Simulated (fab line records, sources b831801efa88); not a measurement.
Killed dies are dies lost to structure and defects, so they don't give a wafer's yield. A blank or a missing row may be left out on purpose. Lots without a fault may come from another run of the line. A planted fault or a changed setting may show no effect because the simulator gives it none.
A struck lot beside a sound one | flow sfq_line | 29 steps out of a route of 325
Sound: wafers L677.3, L677.4, L677.6. Struck: wafers L676.2, L676.3, L676.4. The cause comes at the end.
At each step with rows: each side's tool, then ch and its chambers, then its first start. Under that, the readings that differ: sound wafers | struck wafers | difference of the means | sigmas: that difference in standard deviations of wafers without a fault.
alike: readings whose means differ by less than 2 such deviations, and words and numbers that are the same on both sides. not compared: withheld readings, readings that some wafer has no value for, bounds like >300 that may hide the same value, and numbers for which the record gives no deviation and whose values overlap.
The two part at a step that has a row with sigmas, a row that says differs or no value, or rows on one side only. Numbers that don't overlap but have no deviation are shown without sigmas and don't part them. A reading that every wafer of one side lacks parts them only if that side has two wafers or more.

first, 2 steps without rows for these wafers: SFQ_TRILAYER_C5_STRIP_SOLV_CLEAN_156 (cleans in NMP, time 600 s); SFQ_TRILAYER_M6_DEP_PRE_CLEAN_158 (time 22.5 s).
SFQ_TRILAYER_M6_DEP_SPUTTER_157: material Nb, target thk 200 nm, time 133.3 s.
  sound on pvd_sputter-04, day 77 03:59; struck on pvd_sputter-03, day 76 17:47
  alike: base_pressure_pa, throttle_valve_pct
SFQ_M6_RS_MEAS_938: measures by four-point-probe.
  sound on film_metro-04, day 77 04:07; struck on film_metro-04, day 76 17:53
  alike: M6_NB_RS
then, 6 steps without rows for these wafers: SFQ_TRILAYER_M6_LITHO_COAT_164 (resist thk 62 nm); SFQ_TRILAYER_M6_LITHO_COAT_159 (resist thk 600 nm); SFQ_TRILAYER_M6_LITHO_SOFTBAKE_163; SFQ_TRILAYER_M6_LITHO_EXPOSE_160 (exposes mask M6, target cd 500 nm); SFQ_TRILAYER_M6_LITHO_PEB_162 (peb time 60 s); SFQ_TRILAYER_M6_LITHO_DEVELOP_161 (time 60 s).
-- the record jumps here: 5 days lie between the struck wafers' starts before and after --
SFQ_M6_OVL_MEAS_940:
  sound on overlay-02, day 81 14:47; struck on overlay-02, day 81 12:23
  alike: M6_OVL
SFQ_TRILAYER_M6_BARC_OPEN_METAL_ETCH_206: etches BARC in O2, target depth 125 nm, time 41.7 s.
  sound on rie_metal-01 ch 0,1, day 81 14:50; struck on rie_metal-03 ch 0,1, day 81 12:25
  no value came back on the struck wafers for bias_w (W), chamber_pressure_mTorr (mTorr), drypump_motor_current_A (A), oes_product_au (a.u.); on the sound wafers bias_w (W) reads 80.06 79.85 80.02
  reading                                             | sound             | struck          | difference | sigmas
  model.KrF_of_TRILAYER_M6_LITHO_COAT_159.thk_nm (nm) | 522.4 523.5 524.9 | 574 574.9 574.6 | +51        |
  not compared: rf_hours_counter_h
SFQ_TRILAYER_M6_ETCH_METAL_ETCH_162: etches Nb in Cl2/Ar, stops on SiO2, target depth 240 nm, time 120 s.
  sound on rie_metal-01 ch 0,1, day 81 14:55; struck on rie_metal-03 ch 0,1, day 81 12:28
  reading                                             | sound             | struck            | difference | sigmas
  oes_product_au (a.u.)                               | 0.889 0.901 0.902 | 0.377 0.370 0.377 | -0.523     | -74
  model.KrF_of_TRILAYER_M6_LITHO_COAT_159.thk_nm (nm) | 379.6 384.5 386.2 | 432.6 432.7 432.5 | +49.2      |
  alike: bias_w, chamber_pressure_mTorr, drypump_motor_current_A
  not compared: rf_hours_counter_h
SFQ_TRILAYER_M6_STRIP_STRIP_163: strips in O2.
  sound on rie_metal-01 ch 0,1, day 81 15:11; struck on rie_metal-03 ch 0,1, day 81 12:35
  alike: drypump_motor_current_A, oes_product_au
  not compared: rf_hours_counter_h
then, 2 steps without rows for these wafers: SFQ_TRILAYER_M6_STRIP_SOLV_CLEAN_164 (cleans in NMP, time 600 s); SFQ_TRILAYER_I6_DEP_PECVD_165 (deposits SiO2 from SiH4/N2O, time 111.11 s, target thk 500 nm).
SFQ_TRILAYER_I6_CMP_CMP_166: polishes SiO2.
  sound on cmp-01 ch 0,2, day 81 16:20; struck on cmp-02 ch 0,2,3, day 81 13:26
  alike: motor_current_A, time_to_endpoint_s
SFQ_I6_BOW_MEAS_941:
  sound on film_metro-01, day 81 18:53; struck on film_metro-04, day 81 16:28
  alike: I6_BOW
SFQ_TRILAYER_I6_METRO_MEASURE_167:
  sound on film_metro-01, day 81 19:22; struck on film_metro-04, day 81 16:46
  alike: thk_nm
then, 3 steps without rows for these wafers: SFQ_TRILAYER_I6_VIA_LITHO_COAT_174 (resist thk 62 nm); SFQ_TRILAYER_I6_VIA_LITHO_COAT_169 (resist thk 650 nm); SFQ_TRILAYER_I6_VIA_LITHO_SOFTBAKE_173.
-- the record jumps here: 4 days lie between the struck wafers' starts before and after --
SFQ_TRILAYER_I6_VIA_LITHO_EXPOSE_170: exposes mask I6, target cd 700 nm.
  sound on krf_scanner-02 ch 0, day 85 21:44; struck on krf_scanner-02, day 85 20:20
  no value came back on the struck wafers for exposure_dose_mJ_cm2, focus_offset_nm (nm), na; on the sound wafers exposure_dose_mJ_cm2 reads 21.320 21.309 21.298
  alike: mask
then, 2 steps without rows for these wafers: SFQ_TRILAYER_I6_VIA_LITHO_PEB_172 (peb time 60 s); SFQ_TRILAYER_I6_VIA_LITHO_DEVELOP_171 (time 60 s).
SFQ_I6_OVL_MEAS_942:
  sound on overlay-02, day 85 22:52; struck on overlay-01, day 85 21:39
  reading     | sound     | struck | difference                    | sigmas
  I6_OVL (nm) | -13 -4 -2 | - - -  | no value on the struck wafers |
then, 1 step without rows for these wafers: SFQ_TRILAYER_I6_VIA_BARC_OPEN_VIA_ETCH_235 (etches BARC in O2, target depth 125 nm, time 41.7 s).
SFQ_TRILAYER_I6_VIA_ETCH_VIA_ETCH_172: etches SiO2 in CHF3, stops on Nb, target depth 260 nm.
  sound on rie_diel-03 ch 0,2,3, day 85 22:55; struck on rie_diel-01 ch 0,2,3, day 85 21:43
  reading               | sound             | struck            | difference | sigmas
  oes_product_au (a.u.) | 0.862 0.852 0.854 | 0.370 0.374 0.375 | -0.483     | -89
  alike: bias_w, chamber_pressure_mTorr, drypump_motor_current_A
SFQ_TRILAYER_I6_VIA_STRIP_STRIP_173: strips in O2.
  sound on rie_metal-02 ch 0,1, day 85 23:14; struck on rie_metal-04 ch 0,1, day 85 21:50
  alike: drypump_motor_current_A, oes_product_au
  not compared: rf_hours_counter_h

WHERE THEY PART
First at SFQ_TRILAYER_M6_BARC_OPEN_METAL_ETCH_206; last, within this record, at SFQ_TRILAYER_I6_VIA_ETCH_VIA_ETCH_172. Later steps at which nothing parts them and some readings are alike: SFQ_TRILAYER_I6_VIA_STRIP_STRIP_173.

WHY: what the simulator had put in
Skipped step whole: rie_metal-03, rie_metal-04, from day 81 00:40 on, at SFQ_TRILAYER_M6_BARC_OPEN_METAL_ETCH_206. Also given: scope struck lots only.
